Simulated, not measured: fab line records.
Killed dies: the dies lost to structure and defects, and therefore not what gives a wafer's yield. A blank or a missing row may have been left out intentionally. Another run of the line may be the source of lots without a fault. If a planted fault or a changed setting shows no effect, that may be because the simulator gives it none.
fab line records ; flow sky130
record lots=5; wafers=15; lastDay=51
route steps=708 shown VT_ADJUST_LVTN@105 VT_ADJUST_NCORE@119 VT_ADJUST_HVTR@131 PAD_OPEN@708
lots untouched by any fault: they come from a run of this same line in which no faults occurred
startH: hours from the record's opening day to when the first of the lot's shown wafers began ; waitH: hours since the lot's step before ; " as in the row above ; L1.1+2: a single row standing in for several wafers ; - either no value or no given start ; * or withheld: withheld ; < > ~ a bound
route shown NAME@n: NAME is a module with steps in the file, n the number in the route of the first one ; usual: mean/standard deviation taken from wafers without a fault ; same: alike in all rows ; chamber/n: place in a boat ; sites: per-site readings ; _std_site: standard deviation across them ; _edge_site: outer sites' mean less inner sites' ; radiusMm: for every site, how far away it sits from the centre of the wafer ; mask NAME#n: copy n ; behind: tool/chamber where the wafer was last shaped ; hold: why the lot was held/for how many hours/how that ended ; device: transistor that didn't switch, given as n, p or np ; end of line: tests run on the same wafers once the route is complete ; a step given without rows: its recipe and nothing more ; killed: dies that structure and defects cost at the first sort, which is not the same as the wafer's yield ; map: shows each die of a wafer: x if killed, . if not, _ if none is there
set.NAME: setting as actually run; set.NAME@STEP: the setting as run at that earlier step ; model.NAME: the simulator's own value behind a step, which no gauge read
a table for each step, a row for each wafer; lots at some steps of the route
services: from which hour (startH, from the record's first day; less than 0 if before it) a tool's chamber was out of use, for how many hours, and why
## steps
# step SKY_VT_ADJUST_LVTN_IMPLANT_08
# recipe species=B; energyKev=30; doseCm2=1.545e+12; tiltDeg=withheld
# step SKY_VT_ADJUST_LVTN_STRIP_09
# recipe chemistry=O2/N2; powerW=1400; pressureMtorr=1500; platenTempC=withheld; o2FlowSccm=3000; n2FlowSccm=300; overashFraction=0.5
# usual drypumpMotorCurrentA=6.0/0.32; oesProductAu=0.722/0.0047; stripTimeToEndpointS=36.87/0.1
lot.wafer;tool;chamber;startH;waitH;drypumpMotorCurrentA;oesProductAu;rfHoursCounterH;stripTimeToEndpointS
L432.2;plasmaAsher-01;0;153.19;0.1;5.5;0.729;47;36.89
L432.4;plasmaAsher-01;1;153.19;0.1;6.3;0.728;-;36.82
L432.5;plasmaAsher-01;0;153.19;0.1;5.5;0.723;-;36.86
L436.4;plasmaAsher-03;1;178.26;0.1;5.6;0.721;-;36.86
L436.5;plasmaAsher-03;0;178.26;0.1;6.3;0.725;-;36.83
L436.6;plasmaAsher-03;1;178.26;0.1;5.6;0.727;-;36.92
L447.4;plasmaAsher-03;1;245.38;0.1;5.6;0.724;-;36.78
L447.5;plasmaAsher-03;1;245.38;0.1;5.6;0.728;-;36.77
L447.6;plasmaAsher-03;0;245.38;0.1;6.3;0.730;-;36.78
L448.2;plasmaAsher-03;1;249.29;0.1;5.6;0.717;46;36.74
L448.4;plasmaAsher-03;1;249.29;0.1;5.6;0.718;-;36.77
L448.5;plasmaAsher-03;0;249.29;0.1;6.3;0.716;-;36.65
L454.1;plasmaAsher-03;1;297.44;0.1;5.6;0.722;51;37.01
L454.4;plasmaAsher-03;0;297.44;0.1;6.3;0.722;-;36.95
L454.6;plasmaAsher-03;0;297.44;0.1;6.3;0.722;-;37.03
# step SKY_VT_ADJUST_LVTN_TW_MEAS_10
# usual VT_ADJUST_LVTN_TW=243.2/1
lot.wafer;tool;chamber;startH;waitH;VT_ADJUST_LVTN_TW
L432.2;filmMetro-03;-;153.30;0.1;244.3
L432.4;filmMetro-03;-;153.30;0.1;243.9
L432.5;filmMetro-03;-;153.30;0.1;244.0
L436.4;filmMetro-03;-;178.35;0.1;243.8
L436.5;filmMetro-03;-;178.35;0.1;243.0
L436.6;filmMetro-03;-;178.35;0.1;243.0
L447.4;filmMetro-03;-;245.47;0.1;245.3
L447.5;filmMetro-03;-;245.47;0.1;244.3
L447.6;filmMetro-03;-;245.47;0.1;243.5
L448.2;filmMetro-03;-;249.40;0.1;242.8
L448.4;filmMetro-03;-;249.40;0.1;243.1
L448.5;filmMetro-03;-;249.40;0.1;243.5
L454.1;filmMetro-01;-;297.54;0.1;243.7
L454.4;filmMetro-01;-;297.54;0.1;243.3
L454.6;filmMetro-01;-;297.54;0.1;242.8
# step SKY_VT_ADJUST_LVTN_DEHYDRATE_11
# recipe tempC=200; timeS=60
# step SKY_VT_ADJUST_LVTN_HMDS_12
# recipe primeTimeS=60; primeTempC=120
# step SKY_VT_ADJUST_LVTN_COAT_13
# recipe resist=NOVOLAK; spinRpm=3000; resistThkNm=1140
# step SKY_VT_ADJUST_LVTN_SOFTBAKE_14
# recipe tempC=90; timeS=60; resist=NOVOLAK
# step SKY_VT_ADJUST_LVTN_EXPOSE_15
# recipe maskId=HVN_STD_DERIVED; na=0.6; sourceShape=conventional; sigmaOuter=0.6; polarization=unpolarized; targetCdNm=600; doseMj=163
# step SKY_VT_ADJUST_LVTN_PEB_16
# recipe tempC=withheld; timeS=*; resist=NOVOLAK
# step SKY_VT_ADJUST_LVTN_DEVELOP_17
# recipe resist=NOVOLAK; developer=TMAH; developTimeS=60; devTempC=23
# step SKY_VT_ADJUST_LVTN_OVL_MEAS_18
# usual VT_ADJUST_LVTN_01_OVL=0.2/1.4
lot.wafer;tool;chamber;startH;waitH;VT_ADJUST_LVTN_01_OVL[nm]
L432.2;overlay-01;-;173.01;0.1;1.9
L432.4;overlay-01;-;173.01;0.1;1.8
L432.5;overlay-01;-;173.01;0.1;0.5
L436.4;overlay-01;-;198.83;0.1;-0.2
L436.5;overlay-01;-;198.83;0.1;0.5
L436.6;overlay-01;-;198.83;0.1;-0.4
L447.4;overlay-02;-;270.61;0.1;-0.2
L447.5;overlay-02;-;270.61;0.1;0.1
L447.6;overlay-02;-;270.61;0.1;0.0
L448.2;overlay-01;-;273.36;0.1;-0.6
L448.4;overlay-01;-;273.36;0.1;-2.6
L448.5;overlay-01;-;273.36;0.1;-1.6
L454.1;overlay-02;-;322.21;0.1;-1.1
L454.4;overlay-02;-;322.21;0.1;0.1
L454.6;overlay-02;-;322.21;0.1;-2.5
# step SKY_VT_ADJUST_LVTN_IMPLANT_19
# recipe species=B; energyKev=30; doseCm2=6.5e+11; tiltDeg=withheld
# step SKY_VT_ADJUST_LVTN_STRIP_20
# recipe chemistry=O2/N2; powerW=1400; pressureMtorr=1500; platenTempC=withheld; o2FlowSccm=3000; n2FlowSccm=300; overashFraction=0.5
# usual drypumpMotorCurrentA=6.0/0.31; oesProductAu=0.715/0.0047; stripTimeToEndpointS=14.17/0.041
lot.wafer;tool;chamber;startH;waitH;drypumpMotorCurrentA;oesProductAu;rfHoursCounterH;stripTimeToEndpointS;model.NOVOLAK_of_VT_ADJUST_LVTN_COAT_13.thkNm
L432.2;plasmaAsher-01;1;173.19;0.1;6.3;0.708;49;14.20;0
L432.4;plasmaAsher-01;1;173.19;0.1;6.2;0.719;-;14.20;0
L432.5;plasmaAsher-01;0;173.19;0.1;5.5;0.717;-;14.14;0
L436.4;plasmaAsher-03;1;199.03;0.1;5.6;0.917;-;-;671.8
L436.5;plasmaAsher-03;0;199.03;0.1;6.3;0.916;-;-;673.4
L436.6;plasmaAsher-03;1;199.03;0.1;5.6;0.920;-;-;672.7
L447.4;plasmaAsher-03;1;270.81;0.1;5.6;0.720;-;14.20;0
L447.5;plasmaAsher-03;0;270.81;0.1;6.3;0.710;-;14.18;0
L447.6;plasmaAsher-03;1;270.81;0.1;5.6;0.710;-;14.16;0
L448.2;plasmaAsher-03;1;273.54;0.1;5.6;0.718;48;14.08;0
L448.4;plasmaAsher-03;1;273.54;0.1;5.6;0.714;-;14.13;0
L448.5;plasmaAsher-03;1;273.54;0.1;5.6;0.708;-;14.10;0
L454.1;plasmaAsher-03;1;322.39;0.1;5.6;0.716;53;14.16;0
L454.4;plasmaAsher-03;0;322.39;0.1;6.3;0.716;-;14.21;0
L454.6;plasmaAsher-03;1;322.39;0.1;5.6;0.720;-;14.19;0
# step SKY_VT_ADJUST_LVTN_TW_MEAS_21
# usual VT_ADJUST_LVTN_2_TW=190.3/0.8
lot.wafer;tool;chamber;startH;waitH;VT_ADJUST_LVTN_2_TW
L432.2;filmMetro-04;-;173.30;0.1;190.4
L432.4;filmMetro-04;-;173.30;0.1;190.3
L432.5;filmMetro-04;-;173.30;0.1;189.4
L436.4;filmMetro-03;-;199.12;0.1;190.5
L436.5;filmMetro-03;-;199.12;0.1;191.2
L436.6;filmMetro-03;-;199.12;0.1;190.7
L447.4;filmMetro-04;-;270.90;0.1;189.9
L447.5;filmMetro-04;-;270.90;0.1;189.6
L447.6;filmMetro-04;-;270.90;0.1;189.5
L448.2;filmMetro-03;-;273.65;0.1;189.8
L448.4;filmMetro-03;-;273.65;0.1;189.7
L448.5;filmMetro-03;-;273.65;0.1;190.5
L454.1;filmMetro-03;-;322.49;0.1;191.2
L454.4;filmMetro-03;-;322.49;0.1;190.4
L454.6;filmMetro-03;-;322.49;0.1;190.6
# step SKY_VT_ADJUST_NCORE_DEHYDRATE_00
# recipe tempC=200; timeS=60
# step SKY_VT_ADJUST_NCORE_HMDS_01
# recipe primeTimeS=60; primeTempC=120
# step SKY_VT_ADJUST_NCORE_COAT_02
# recipe resist=NOVOLAK; spinRpm=3000; resistThkNm=1140
# step SKY_VT_ADJUST_NCORE_SOFTBAKE_03
# recipe tempC=90; timeS=60; resist=NOVOLAK
# step SKY_VT_ADJUST_NCORE_EXPOSE_04
# recipe maskId=LVTN_COMPLEMENT_THIN; na=0.6; sourceShape=conventional; sigmaOuter=0.6; polarization=unpolarized; targetCdNm=380; doseMj=139
# step SKY_VT_ADJUST_NCORE_PEB_05
# recipe tempC=withheld; timeS=*; resist=NOVOLAK
# step SKY_VT_ADJUST_NCORE_DEVELOP_06
# recipe resist=NOVOLAK; developer=TMAH; developTimeS=60; devTempC=23
# step SKY_VT_ADJUST_NCORE_CD_MEAS_07
# recipe targetCdNm=380
# usual cdNm=380/3.1
lot.wafer;tool;chamber;startH;waitH;cdNm
L432.2;cdSem-01;-;193.73;0.1;378
L432.4;cdSem-01;-;193.73;0.1;378
L432.5;cdSem-01;-;193.73;0.1;378
L436.4;cdSem-01;-;218.45;0.1;375
L436.5;cdSem-01;-;218.45;0.1;376
L436.6;cdSem-01;-;218.45;0.1;376
L447.4;cdSem-01;-;296.32;0.1;383
L447.5;cdSem-01;-;296.32;0.1;380
L447.6;cdSem-01;-;296.32;0.1;382
L448.2;cdSem-01;-;299.41;0.1;383
L448.4;cdSem-01;-;299.41;0.1;384
L448.5;cdSem-01;-;299.41;0.1;384
L454.1;cdSem-02;-;348.89;0.1;379
L454.4;cdSem-02;-;348.89;0.1;380
L454.6;cdSem-02;-;348.89;0.1;377
# step SKY_VT_ADJUST_NCORE_OVL_MEAS_08
# usual VT_ADJUST_NCORE_OVL=-0.9/1.2
lot.wafer;tool;chamber;startH;waitH;VT_ADJUST_NCORE_OVL[nm]
L432.2;overlay-02;-;193.83;0.1;-0.6
L432.4;overlay-02;-;193.83;0.1;1.5
L432.5;overlay-02;-;193.83;0.1;1.0
L436.4;overlay-02;-;218.53;0.1;-0.6
L436.5;overlay-02;-;218.53;0.1;-0.3
L436.6;overlay-02;-;218.53;0.1;-1.1
L447.4;overlay-01;-;296.40;0.1;-0.1
L447.5;overlay-01;-;296.40;0.1;-1.4
L447.6;overlay-01;-;296.40;0.1;-0.8
L448.2;overlay-02;-;299.51;0.1;-0.2
L448.4;overlay-02;-;299.51;0.1;-1.1
L448.5;overlay-02;-;299.51;0.1;0.1
L454.1;overlay-01;-;349.01;0.1;-2.0
L454.4;overlay-01;-;349.01;0.1;-3.3
L454.6;overlay-01;-;349.01;0.1;-2.8
# step SKY_VT_ADJUST_NCORE_IMPLANT_09
# recipe species=B; energyKev=10; doseCm2=2.4e+12; tiltDeg=withheld
# step SKY_VT_ADJUST_NCORE_STRIP_10
# recipe chemistry=O2/N2; powerW=1400; pressureMtorr=1500; platenTempC=withheld; o2FlowSccm=3000; n2FlowSccm=300; overashFraction=0.5
# usual drypumpMotorCurrentA=5.9/0.35; oesProductAu=0.716/0.0044; stripTimeToEndpointS=14.18/0.043
lot.wafer;tool;chamber;startH;waitH;drypumpMotorCurrentA;oesProductAu;rfHoursCounterH;stripTimeToEndpointS
L432.2;plasmaAsher-01;1;194.01;0.1;6.3;0.708;51;14.17
L432.4;plasmaAsher-01;0;194.01;0.1;5.5;0.723;-;14.15
L432.5;plasmaAsher-01;1;194.01;0.1;6.3;0.724;-;14.22
L436.4;plasmaAsher-02;1;218.73;0.1;6.3;0.722;-;24.36
L436.5;plasmaAsher-02;1;218.73;0.1;6.3;0.721;-;24.40
L436.6;plasmaAsher-02;0;218.73;0.1;6.1;0.717;-;24.36
L447.4;plasmaAsher-01;1;296.60;0.1;6.3;0.711;-;14.22
L447.5;plasmaAsher-01;1;296.60;0.1;6.3;0.710;-;14.21
L447.6;plasmaAsher-01;0;296.60;0.1;5.5;0.712;-;14.20
L448.2;plasmaAsher-04;1;299.69;0.1;5.3;0.717;62;14.22
L448.4;plasmaAsher-04;0;299.69;0.1;5.9;0.713;-;14.24
L448.5;plasmaAsher-04;0;299.69;0.1;5.9;0.712;-;14.22
L454.1;plasmaAsher-01;1;349.19;0.1;6.2;0.714;67;14.21
L454.4;plasmaAsher-01;1;349.19;0.1;6.2;0.710;-;14.20
L454.6;plasmaAsher-01;1;349.19;0.1;6.2;0.717;-;14.18
# step SKY_VT_ADJUST_NCORE_TW_MEAS_11
# usual VT_ADJUST_NCORE_TW=222.0/1
lot.wafer;tool;chamber;startH;waitH;VT_ADJUST_NCORE_TW
L432.2;filmMetro-01;-;194.12;0.1;223.4
L432.4;filmMetro-01;-;194.12;0.1;222.1
L432.5;filmMetro-01;-;194.12;0.1;223.2
L436.4;filmMetro-01;-;218.82;0.1;30.4
L436.5;filmMetro-01;-;218.82;0.1;30.4
L436.6;filmMetro-01;-;218.82;0.1;30.4
L447.4;filmMetro-04;-;296.69;0.1;222.7
L447.5;filmMetro-04;-;296.69;0.1;222.0
L447.6;filmMetro-04;-;296.69;0.1;222.2
L448.2;filmMetro-01;-;299.80;0.1;221.5
L448.4;filmMetro-01;-;299.80;0.1;221.1
L448.5;filmMetro-01;-;299.80;0.1;222.2
L454.1;filmMetro-04;-;349.29;0.1;222.1
L454.4;filmMetro-04;-;349.29;0.1;221.5
L454.6;filmMetro-04;-;349.29;0.1;221.7
# step SKY_VT_ADJUST_HVTR_DEHYDRATE_00
# recipe tempC=200; timeS=60
# step SKY_PAD_OPEN_PROBE_99
lot.wafer;tool;chamber;startH;waitH;model.etest.nfet_16v.rOnOhmUm;model.etest.pfet_16v.rOnOhmUm;model.etest.pfetG5v0d10v5.rOnOhmUm;model.etest.tipP.rsOhmSq;model.etest.pfet_01v8.rOnOhmUm;model.etest.tip_p_5v.rsOhmSq;model.etest.pfetG5v0d10v5.driveUaUm;model.etest.nfet_01v8_turned.driveUaUm
L432.2;prober-02;-;1076.96;0.1;1.379e+04;1.49e+04;4800;6892;2907;2860;338.8;484
L432.4;prober-02;-;1077.06;0.2;1.385e+04;1.533e+04;4810;6898;3018;2876;338.7;472.9
L432.5;prober-02;-;1077.11;0.2;1.394e+04;1.492e+04;4857;6852;3003;2855;333.9;489.6
L436.4;prober-02;-;1100.82;0.2;1.239e+04;1.678e+04;6101;7522;3277;3117;242.3;580.8
L436.5;prober-02;-;1100.87;0.2;1.242e+04;1.677e+04;6028;7549;3308;3115;246;554.1
L436.6;prober-02;-;1100.92;0.2;1.232e+04;1.64e+04;5991;7550;3207;3120;251.4;581.2
L447.4;prober-01;-;1168.46;0.2;1.397e+04;1.506e+04;4850;6804;2958;2861;339.1;490.4
L447.5;prober-01;-;1168.51;0.2;1.411e+04;1.547e+04;4825;6757;2956;2859;338.8;491.6
L447.6;prober-01;-;1168.56;0.2;1.402e+04;1.517e+04;4893;6811;2956;2856;333.7;486.3
L448.2;prober-02;-;1174.03;0.1;1.436e+04;1.474e+04;4764;6674;2772;2833;342.8;502.1
L448.4;prober-02;-;1174.13;0.2;1.442e+04;1.482e+04;4689;6759;2829;2869;343;509.4
L448.5;prober-02;-;1174.18;0.2;1.437e+04;1.496e+04;4716;6707;2794;2854;340.2;513.4
L454.1;prober-02;-;1214.47;0.1;1.431e+04;1.461e+04;4669;6708;2908;2868;350.6;493.5
L454.4;prober-02;-;1214.62;0.2;1.419e+04;1.482e+04;4671;6809;2855;2867;355.3;488.5
L454.6;prober-02;-;1214.72;0.2;1.415e+04;1.5e+04;4687;6792;2906;2862;345.2;499.4
# killed by level:class
L432.2 VIA1:geometricParticle:open=13 METAL2:geometricParticle:short=8 VIA2:geometricParticle:short=7 LI_CONTACT:geometricParticle:open=7 CONTACT:geometricParticle:open=7 FIELD_ISO:geometricParticle:open=5 CONTACT:geometricParticle:short=5 FIELD_ISO:geometricParticle:short=4
L432.4 CONTACT:geometricParticle:open=12 VIA2:geometricParticle:open=11 LI_CONTACT:geometricParticle:open=8 VIA1:geometricParticle:open=8 CONTACT:geometricParticle:short=6 VIA3:geometricParticle:open=6 FIELD_ISO:geometricParticle:open=5 FIELD_ISO:geometricParticle:short=5
L432.5 CONTACT:geometricParticle:open=12 VIA1:geometricParticle:open=12 VIA2:geometricParticle:open=7 VIA1:geometricParticle:short=6 METAL2:geometricParticle:short=6 LI_CONTACT:geometricParticle:open=5 FIELD_ISO:geometricParticle:short=3 POLY_GATE:geometricParticle:short=3
L447.4 VIA1:geometricParticle:open=10 CONTACT:geometricParticle:open=7 VIA1:geometricParticle:short=6 POLY_GATE:geometricParticle:open=5 LI_CONTACT:geometricParticle:open=5 VIA3:geometricParticle:open=5 POLY_GATE:geometricParticle:short=4 VIA2:geometricParticle:open=4
L447.5 VIA1:geometricParticle:open=14 CONTACT:geometricParticle:open=8 FIELD_ISO:geometricParticle:open=6 VIA1:geometricParticle:short=6 CONTACT:geometricParticle:short=5 METAL1:geometricParticle:short=5 METAL2:geometricParticle:short=5 METAL3:geometricParticle:short=5
L447.6 VIA1:geometricParticle:open=9 LOCAL_INTERCONNECT:geometricParticle:short=7 LI_CONTACT:geometricParticle:open=6 CONTACT:geometricParticle:open=6 VIA1:geometricParticle:short=6 POLY_GATE:geometricParticle:short=5 CONTACT:geometricParticle:short=5 VIA3:geometricParticle:open=5
L448.2 CONTACT:geometricParticle:open=13 VIA1:geometricParticle:open=11 POLY_GATE:geometricParticle:open=5 METAL1:geometricParticle:short=5 LI_CONTACT:geometricParticle:open=5 VIA1:geometricParticle:short=5 VIA2:geometricParticle:open=5 VIA2:geometricParticle:short=5
L448.4 VIA1:geometricParticle:open=16 CONTACT:geometricParticle:open=12 LI_CONTACT:geometricParticle:open=8 VIA1:geometricParticle:short=6 CONTACT:geometricParticle:short=5 METAL1:geometricParticle:short=5 VIA3:geometricParticle:open=5 FIELD_ISO:geometricParticle:short=4
L448.5 VIA1:geometricParticle:open=12 CONTACT:geometricParticle:open=10 LI_CONTACT:geometricParticle:open=9 FIELD_ISO:geometricParticle:short=8 METAL1:geometricParticle:short=5 VIA3:geometricParticle:open=5 METAL4:geometricParticle:short=5 VIA2:geometricParticle:open=4
L454.1 VIA1:geometricParticle:open=14 CONTACT:geometricParticle:open=9 CONTACT:geometricParticle:short=6 METAL1:geometricParticle:short=6 VIA2:geometricParticle:open=6 VIA3:geometricParticle:open=5 VIA1:geometricParticle:short=5 VIA3:geometricParticle:short=5
L454.4 VIA1:geometricParticle:open=10 LI_CONTACT:geometricParticle:open=9 VIA2:geometricParticle:open=7 CONTACT:geometricParticle:open=7 CONTACT:geometricParticle:short=7 VIA1:geometricParticle:short=7 VIA3:geometricParticle:open=7 LI_CONTACT:geometricParticle:short=6
L454.6 VIA1:geometricParticle:open=11 VIA1:geometricParticle:short=9 LI_CONTACT:geometricParticle:open=9 METAL1:geometricParticle:short=8 FIELD_ISO:geometricParticle:short=7 POLY_GATE:geometricParticle:short=6 LOCAL_INTERCONNECT:geometricParticle:short=5 CONTACT:geometricParticle:open=5
## services
tool;chamber;startH;hours;kind
plasmaAsher-01;-;154.29;2.0;repair
plasmaAsher-02;-;188.72;2.8;pm
plasmaAsher-04;-;211.52;7.7;repair
plasmaAsher-02;-;220.60;1.0;repair
plasmaAsher-03;-;237.14;4.3;repair
plasmaAsher-02;-;249.08;4.1;repair
plasmaAsher-02;-;280.34;1.6;repair
## key
firstSign step=SKY_VT_ADJUST_LVTN_STRIP_20; reading=oesProductAu; direction=up; sigmas=43; usual=0.715; struck=0.918
effect step=SKY_VT_ADJUST_NCORE_STRIP_10; reading=stripTimeToEndpointS; direction=up; sigmas=99+; usual=*; struck=*
effect step=SKY_VT_ADJUST_NCORE_TW_MEAS_11; reading=VT_ADJUST_NCORE_TW; direction=down; sigmas=99+; usual=222.0; struck=30.4
modelEffect step=SKY_VT_ADJUST_LVTN_STRIP_20; value=NOVOLAK_of_VT_ADJUST_LVTN_COAT_13.thkNm; without=0; struck=672.7
modelEffect step=SKY_PAD_OPEN_PROBE_99; value=etest.nfet_16v.rOnOhmUm; without=1.405e+04; struck=1.238e+04
metAt SKY_VT_ADJUST_LVTN_STRIP_20
struckWafers L436.4,L436.5,L436.6
sortLeftOut L436.4,L436.5,L436.6
testerLeftOut L436
fault kind=stripAborted; tool=plasmaAsher-03; chamber=-; onsetH=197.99; steps=SKY_VT_ADJUST_LVTN_STRIP_20; offset=0.82613; endH=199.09
# testerLeftOut: of these lots the tester's yield and bins aren't shown, on N5 and GAA mostly nor the transistor test; their killed dies are dies lost to structure and defects alone, not to doping, threshold or leakage, so they don't give the yield
# sortLeftOut: the simulated sort isn't trusted on such a fault, so these wafers' sort isn't shown, and their yield isn't known
